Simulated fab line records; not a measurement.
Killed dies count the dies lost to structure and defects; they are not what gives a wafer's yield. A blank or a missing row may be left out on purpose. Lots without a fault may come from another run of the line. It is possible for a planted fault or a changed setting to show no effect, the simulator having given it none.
Which tool is to blame? | flow sky130 | route of 708 steps, sampled at 1 step: 12 lots, 36 wafers

WHAT THE GAUGES READ, wafer by wafer
SKY_METAL3_OVL_MEAS_14.
lot  | measured     | on         | METAL3_OVL (nm)
L939 | day 38 11:01 | overlay-02 | -5 -7 0
L940 | day 38 14:13 | overlay-02 | 2 2 5
L942 | day 39 19:01 | overlay-02 | -1 -7 0
L943 | day 40 10:01 | overlay-02 | -3 -6 -4
L945 | day 40 19:52 | overlay-01 | -7 -4 -5
L946 | day 41 02:11 | overlay-02 | -5 -4 -14
L947 | day 41 02:36 | overlay-01 | -3 -1 5
L948 | day 41 03:37 | overlay-02 | -1 3 -5
L950 | day 41 23:43 | overlay-01 | -8 -3 5
L955 | day 43 11:07 | overlay-02 | -6 -6 -3
L958 | day 44 09:04 | overlay-02 | -1 -8 -4
L961 | day 44 20:52 | overlay-02 | -4 9 2

TOOL THAT RAN EACH LOT (tool first, then ch and the chambers of the sampled wafers, then the start)
Before these readings, the record contains no process step.

WHAT THE TOOLS THEMSELVES READ (means of the sampled wafers that have a number; where no wafer has one, the mark that the record gives instead)
The record holds no such reading with a usual standard deviation.

THE ANSWER, worked out from the rows above alone
Rule: what is usual is taken from the lots themselves. The widest of any qualifying gaps counts: lots, ordered by their means at a reading, are off when they make up no more than a third of the lots, leave a main group of 4 or more, and stand apart from it by 3 or more times the standard deviation of that group's means. Not used: any main group whose means are identical at the precision the tables above print for the reading. A lot without any number at a reading at which 4 lots or more have one is off too. Where the step has rows for the other lots, those lots are counted as sound. Order of review: gauges by route order, followed by the tools' own readings, for which a lot's mean as printed above is used. The first step at which some lot is off is used, and at that step the reading that is off furthest; a lot without a number counts as furthest.
No lot is off at any reading shown: from this, nothing can be told.

WHAT THE SIMULATOR PUT IN
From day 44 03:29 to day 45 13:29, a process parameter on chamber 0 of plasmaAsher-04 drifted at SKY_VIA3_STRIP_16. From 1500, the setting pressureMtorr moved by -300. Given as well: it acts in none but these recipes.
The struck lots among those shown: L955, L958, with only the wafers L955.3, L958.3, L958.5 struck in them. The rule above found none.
